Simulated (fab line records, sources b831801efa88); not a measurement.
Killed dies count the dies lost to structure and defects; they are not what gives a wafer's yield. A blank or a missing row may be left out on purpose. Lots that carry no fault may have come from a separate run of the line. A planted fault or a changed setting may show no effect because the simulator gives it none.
Which of the tools did it? ; flow gf180mcu ; 14 lots with 39 wafers sampled at 5 steps, on a route of 602 steps

## WHAT EACH GAUGE READ, for each wafer
GF_V2_BOW_MEAS_05. Usual: for V2_BOW the level is 103 um and the standard deviation is 9.1.
lot;measured;on;V2_BOW (um);flag
L379;day 19 06:48;film-metro-03;106 92;
L381;day 20 03:43;film-metro-02;91 99 87;
L383;day 20 18:07;film-metro-03;117 118 97;
L384;day 21 03:41;film-metro-01;112 106 105;
L387;day 22 06:22;film-metro-01;101 91 102;
L386;day 22 07:59;film-metro-02;112 116 105;
L390;day 23 16:04;film-metro-01;107 114 108;
L391;day 23 21:13;film-metro-02;122 117 108;
L393;day 24 10:53;film-metro-01;77 97 108;
L394;day 24 15:26;film-metro-03;99 91 103;
L399;day 26 06:35;film-metro-01;103 102;
L400;day 26 10:04;film-metro-02;93 95 91;
L401;day 26 19:37;film-metro-02;111 103;
L402;day 27 02:25;film-metro-03;99 110 92;

GF_V5_CD_MEAS_14: the cd target is 260 nm. Usual: 260.1 nm for cd-nm, sd 1.5.
lot;measured;on;cd-nm (nm);flag
L379;day 27 05:37;cd-sem-02;260.4 260.7;
L381;day 27 23:08;cd-sem-01;258.6 258.6 258.5;
L383;day 28 12:34;cd-sem-02;261.5 260.0 261.3;
L384;day 28 18:04;cd-sem-02;261.8 261.4 261.6;
L387;day 29 16:32;cd-sem-02;262.5 260.7 261.1;
L386;day 29 18:28;cd-sem-02;259.4 260.5 259.7;
L390;day 30 18:24;cd-sem-02;260.1 258.7 258.8;
L391;day 30 23:39;cd-sem-01;257.7 257.4 258.0;
L393;day 31 10:51;cd-sem-01;268.8 264.9 262.0;OFF
L394;day 31 15:06;cd-sem-01;268.0 264.1 267.7;OFF
L399;day 32 22:48;cd-sem-01;259.8 258.3;
L400;day 33 01:05;cd-sem-01;262.5 263.4 262.5;
L401;day 33 08:07;cd-sem-01;260.4 260.1;
L402;day 33 12:41;cd-sem-02;262.2 261.8 261.8;

## EACH LOT AND THE TOOL THAT RAN IT (in order: tool; ch and the chambers of the sampled wafers; start)
lot;GF_V2_SPUTTER_22;GF_MIM_SPUTTER_03;GF_V5_EXPOSE_11
L379;pvd-sputter-03, day 20 07:44;pvd-sputter-04, day 24 12:17;krf-scanner-02 ch 0, day 26 19:20
L381;pvd-sputter-02, day 21 04:36;pvd-sputter-02, day 25 07:08;krf-scanner-01 ch 0, day 27 13:17
L383;pvd-sputter-03, day 21 19:08;pvd-sputter-04, day 25 20:35;krf-scanner-01 ch 0, day 28 02:33
L384;pvd-sputter-02, day 22 03:35;pvd-sputter-01, day 26 04:38;krf-scanner-02 ch 0, day 28 08:44
L387;pvd-sputter-01, day 23 07:11;pvd-sputter-04, day 27 03:55;krf-scanner-02 ch 0, day 29 07:12
L386;pvd-sputter-01, day 23 08:26;pvd-sputter-02, day 27 05:46;krf-scanner-01 ch 0, day 29 09:14
L390;pvd-sputter-01, day 24 15:06;pvd-sputter-01, day 28 09:32;krf-scanner-01 ch 0, day 30 10:27
L391;pvd-sputter-03, day 24 20:14;pvd-sputter-02, day 28 14:31;krf-scanner-02 ch 0, day 30 15:08
L393;pvd-sputter-02, day 25 09:38;pvd-sputter-04, day 29 01:58;krf-scanner-01 ch 0, day 31 02:05
L394;pvd-sputter-02, day 25 13:50;pvd-sputter-02, day 29 04:35;krf-scanner-01 ch 0, day 31 06:51
L399;pvd-sputter-01, day 27 03:47;pvd-sputter-01, day 30 17:12;krf-scanner-02 ch 0, day 32 14:36
L400;pvd-sputter-03, day 27 07:39;pvd-sputter-02, day 30 18:36;krf-scanner-02 ch 0, day 32 17:32
L401;pvd-sputter-03, day 27 17:02;pvd-sputter-01, day 31 04:05;krf-scanner-02 ch 0, day 33 00:22
L402;pvd-sputter-01, day 27 23:22;pvd-sputter-04, day 31 09:13;krf-scanner-02 ch 0, day 33 04:41
- GF_V2_SPUTTER_22: material TiN, target thk 10 nm, time 40 s.
- GF_MIM_SPUTTER_03: material Ti, target thk 10 nm, time 6.7 s.
- GF_V5_EXPOSE_11: exposes mask Via5, target cd 260 nm.

## AS READ BY THE TOOLS THEMSELVES (means over the sampled wafers that have a number; for cases with no such wafer, the mark the record gives instead)
GF_V2_SPUTTER_22. Usual: 29.5 % for throttle-valve-pct, sd 1.2.
lot;tool;throttle-valve-pct (%);flag
L379;pvd-sputter-03;30.0;
L381;pvd-sputter-02;29.7;
L383;pvd-sputter-03;29.2;
L384;pvd-sputter-02;29.4;
L387;pvd-sputter-01;29.3;
L386;pvd-sputter-01;28.4;
L390;pvd-sputter-01;29.3;
L391;pvd-sputter-03;29.4;
L393;pvd-sputter-02;29.5;
L394;pvd-sputter-02;29.3;
L399;pvd-sputter-01;30.1;
L400;pvd-sputter-03;28.9;
L401;pvd-sputter-03;29.8;
L402;pvd-sputter-01;30.5;

GF_MIM_SPUTTER_03. Usual: substrate-temp-c 300.03 C, standard deviation 0.18; throttle-valve-pct 30.1 %, standard deviation 1.3.
lot;tool;substrate-temp-c (C);throttle-valve-pct (%);flag
L379;pvd-sputter-04;300.32;30.0;
L381;pvd-sputter-02;300.01;29.2;
L383;pvd-sputter-04;300.13;30.9;
L384;pvd-sputter-01;300.05;27.9;
L387;pvd-sputter-04;299.98;31.0;
L386;pvd-sputter-02;299.88;29.4;
L390;pvd-sputter-01;299.92;30.3;
L391;pvd-sputter-02;300.11;29.3;
L393;pvd-sputter-04;300.12;31.9;
L394;pvd-sputter-02;300.31;29.2;
L399;pvd-sputter-01;300.03;28.1;
L400;pvd-sputter-02;300.14;29.2;
L401;pvd-sputter-01;300.02;28.1;
L402;pvd-sputter-04;299.98;30.9;

## THE ANSWER, worked out from the rows above alone
Rule: a lot counts as off when the mean over its wafers that have a number is more than 3 standard deviations away from the usual mean. Also off: a lot with no number at a reading for which 4 or more lots have one. Where the step has rows for the other lots, those lots are counted as sound. After the gauges, taken in route order, come the tools' own readings; for these a lot's mean is taken, as printed above. At the first step where some lot is off, the reading lying furthest off is the one used; lots without a number count as furthest.
Off: L393, L394 (GF_V5_CD_MEAS_14, cd-nm).
A tool fits if, at a process step before that reading, it ran every lot that is off, and no sound lot after the first of them. Gauges at GF_V5_CD_MEAS_14: tried the same way as those tools. Undecided on this evidence; 2 tools fit (pvd-sputter-02 at GF_V2_SPUTTER_22, krf-scanner-01 at GF_V5_EXPOSE_11).

## WHAT THE SIMULATOR HAD PUT IN
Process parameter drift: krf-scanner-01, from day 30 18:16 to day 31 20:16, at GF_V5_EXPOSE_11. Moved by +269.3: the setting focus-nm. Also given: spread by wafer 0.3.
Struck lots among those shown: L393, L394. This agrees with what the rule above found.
